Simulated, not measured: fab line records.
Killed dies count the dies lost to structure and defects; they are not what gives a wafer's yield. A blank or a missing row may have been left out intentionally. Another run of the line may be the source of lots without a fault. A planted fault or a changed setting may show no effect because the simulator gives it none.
fab line records | flow sky130
record: lots: 6 wafers: 18 last-day: 50
route steps=708 shown FIELD_ISO@1
lots with no fault: from the same line, run without faults
start-h: start of the lot's first displayed wafer, in hours after the record's first day | wait-h: how many hours have passed since the lot's step before this one | " identical to the entry in the row above | L1.1+2: several wafers, shown together as one row | - no value, or no start given | * or withheld: withheld | < > ~ a bound
route shown NAME@n: a module of which the file shows steps, and the number in the route of the first | usual: mean/standard deviation taken from wafers without a fault | same: alike in all rows | chamber/n: place in a boat | sites: the reading at each site | _std_site: standard deviation across them | _edge_site: the outer-site mean with the inner-site mean subtracted | radius-mm: how far each site lies from the wafer's centre | mask NAME#n: copy n | behind: the most recent tool/chamber to have shaped the wafer | hold: why the lot was held/for how many hours/how that ended | device: whichever transistor did not switch (one of n, p or np) | end of line: the tests these same wafers got at the end of their route | a step given without rows: its recipe and nothing more | killed: not the wafer's yield, but the dies lost to structure and defects at the first sort | map: a wafer's dies, x killed, . not, _ none there
set.NAME: the setting the step ran with; set.NAME@STEP: the setting that earlier step ran with | model.NAME: the simulator's own value behind a step, which no gauge read
lots seen at some steps along the route; tables by step, rows by wafer
== steps ==
step: SKY_FIELD_ISO_BOW_MEAS_00
recipe: mode: bow
usual: INCOMING_BOW: 0/6.1
columns lot.wafer tool chamber start-h wait-h INCOMING_BOW[um]
L250.3 film-metro-03 - 20.04 - 5
L250.5 " - " " 4
L250.6 " - " " -11
L263.2 film-metro-02 - 85.02 - 8
L263.3 " - " " -1
L263.6 " - " " -6
L264.4 film-metro-03 - 90.06 - -4
L264.5 " - " " 1
L264.6 " - " " 3
L267.1 film-metro-04 - 105.00 - -3
L267.4 " - " " 5
L267.5 " - " " -6
L268.1 film-metro-02 - 110.00 - -1
L268.2 " - " " 2
L268.4 " - " " 6
L271.1 film-metro-04 - 125.00 - -5
L271.4 " - " " 7
L271.6 " - " " 3
step: SKY_FIELD_ISO_OXIDATION_01
recipe: temp-c: 900 ambient: O2 stabilise-s: 600 purge-s: 300 target-thk-a: 120 ox-time-s: 1843
step: SKY_FIELD_ISO_THK_MEAS_02
recipe: reads: SiO2_of_FIELD_ISO_OXIDATION_01
usual: FIELD_ISO_OXIDATION_00_THK: 11.97/0.26
columns lot.wafer tool chamber start-h wait-h FIELD_ISO_OXIDATION_00_THK[nm]
L250.3 film-metro-04 - 23.13 0.0 11.83
L250.5 " - " " 11.93
L250.6 " - " " 11.91
L263.2 film-metro-03 - 86.86 0.0 11.43
L263.3 " - " " 11.64
L263.6 " - " " 11.55
L264.4 film-metro-02 - 93.43 0.0 12.22
L264.5 " - " " 12.22
L264.6 " - " " 12.32
L267.1 film-metro-03 - 107.42 0.0 11.86
L267.4 " - " " 12.03
L267.5 " - " " 12.27
L268.1 film-metro-03 - 113.43 0.0 11.93
L268.2 " - " " 11.84
L268.4 " - " " 11.84
L271.1 film-metro-04 - 127.37 0.0 12.09
L271.4 " - " " 12.20
L271.6 " - " " 12.18
step: SKY_FIELD_ISO_CVD_03
recipe: material: Si3N4 precursor: DCS/NH3 target-thk-nm: 165 temp-c: 770 time-s: 2830 pressure-mtorr: 250
step: SKY_FIELD_ISO_THK_MEAS_04
recipe: reads: Si3N4_of_FIELD_ISO_CVD_03
usual: FIELD_ISO_CVD_03_THK: 164.4/1.8
columns lot.wafer tool chamber start-h wait-h FIELD_ISO_CVD_03_THK[nm]
L250.3 film-metro-03 - 27.25 0.0 163.5
L250.5 " - " " 164.5
L250.6 " - " " 163.6
L263.2 film-metro-03 - 88.71 0.0 162.2
L263.3 " - " " 164.0
L263.6 " - " " 163.7
L264.4 film-metro-04 - 96.17 0.0 165.5
L264.5 " - " " 165.2
L264.6 " - " " 164.6
L267.1 film-metro-04 - 109.27 0.0 163.1
L267.4 " - " " 162.9
L267.5 " - " " 162.4
L268.1 film-metro-02 - 115.99 0.0 166.0
L268.2 " - " " 166.6
L268.4 " - " " 165.9
L271.1 film-metro-04 - 130.11 0.0 163.8
L271.4 " - " " 162.2
L271.6 " - " " 162.6
step: SKY_FIELD_ISO_DEHYDRATE_05
recipe: temp-c: 200 time-s: 60
step: SKY_FIELD_ISO_HMDS_06
recipe: prime-time-s: 60 prime-temp-c: 120
step: SKY_FIELD_ISO_COAT_07
recipe: resist: BARC temp-c: withheld time-s: withheld spin-rpm: 3000 resist-thk-nm: 60
step: SKY_FIELD_ISO_COAT_08
recipe: resist: KrF-thick spin-rpm: 3000 resist-thk-nm: 450
step: SKY_FIELD_ISO_SOFTBAKE_09
recipe: temp-c: 100 time-s: 90 resist: KrF-thick
step: SKY_FIELD_ISO_EXPOSE_10
recipe: mask-id: FOM na: 0.68 source-shape: annular sigma-inner: 0.4 sigma-outer: 0.8 target-cd-nm: 150 dose-mj: 28
step: SKY_FIELD_ISO_PEB_11
recipe: peb-temp-c: withheld peb-time-s: withheld resist: KrF-thick
step: SKY_FIELD_ISO_DEVELOP_12
recipe: develop-time-s: 60 resist: KrF-thick dev-temp-c: 21
usual: chill-plate-temp-C: 23.01/0.11 develop-time-s: 60/0
columns lot.wafer tool chamber start-h wait-h chill-plate-temp-C develop-time-s model.KrF-thick_of_FIELD_ISO_COAT_08.thk-nm
L250.3 litho-track-03 0 42 - 22.92 60 437.4
L250.5 " 0 " " 23.04 60 437.6
L250.6 " 0 " " 23.11 60 435.9
L263.2 litho-track-04 - 104 - - - 452.4
L263.3 " - " " - - 450.3
L263.6 " - " " - - 452.6
L264.4 litho-track-04 - 113 - - - 450.4
L264.5 " - " " - - 449.9
L264.6 " - " " - - 450.8
L267.1 litho-track-01 0 127 - 22.94 60 436.8
L267.4 " 0 " " 22.94 60 437.5
L267.5 " 0 " " 22.95 60 437.7
L268.1 litho-track-04 0 133 - 22.96 60 434.1
L268.2 " 0 " " 22.93 60 436
L268.4 " 0 " " 22.88 60 434.6
L271.1 litho-track-04 0 149 - 22.95 60 437
L271.4 " 0 " " 22.87 60 436.1
L271.6 " 0 " " 23.10 60 437.3
step: SKY_FIELD_ISO_CD_MEAS_13
recipe: target-cd-nm: 150
usual: cd-nm: 150.5/1.4
columns lot.wafer tool chamber start-h wait-h cd-nm
L250.3 cd-sem-01 - 42.30 - 149.4
L250.5 " - " " 150.1
L250.6 " - " " 149.5
L263.2 cd-sem-01 - 104.19 - -
L263.3 " - " " -
L263.6 " - " " -
L264.4 cd-sem-01 - 113.43 - -
L264.5 " - " " -
L264.6 " - " " -
L267.1 cd-sem-02 - 127.29 - 149.5
L267.4 " - " " 149.5
L267.5 " - " " 149.6
L268.1 cd-sem-01 - 133.77 - 149.2
L268.2 " - " " 149.8
L268.4 " - " " 148.4
L271.1 cd-sem-02 - 149.17 - 150.1
L271.4 " - " " 147.1
L271.6 " - " " 148.4
== key ==
first-sign: step: SKY_FIELD_ISO_DEVELOP_12 reading: tool-record direction: missing
effect none on later readings
model-effect: step: SKY_FIELD_ISO_DEVELOP_12 value: KrF-thick_of_FIELD_ISO_COAT_08.thk-nm without: 437 struck: 451.1
met-at SKY_FIELD_ISO_DEVELOP_12
struck-wafers L263.2,L263.3,L263.6,L264.4,L264.5,L264.6
later-rows-left-out L263.2,L263.3,L263.6,L264.4,L264.5,L264.6
sort-left-out L263.2,L263.3,L263.6,L264.4,L264.5,L264.6
tester-left-out L263,L264
fault: kind: skipped-step-whole tool: litho-track-04 chamber: - onset-h: 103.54 steps: SKY_FIELD_ISO_DEVELOP_12 scope: struck-lots-only
tester-left-out: of these lots the tester's yield and bins aren't shown, on N5 and GAA mostly nor the transistor test; their killed dies are dies lost to structure and defects alone, not to doping, threshold or leakage, so they don't give the yield
sort-left-out: the simulated sort isn't trusted on such a fault, so these wafers' sort isn't shown, and their yield isn't known
later-rows-left-out: the simulator's readings of these wafers behind a module that went badly wrong aren't trusted and aren't shown, but for the sort
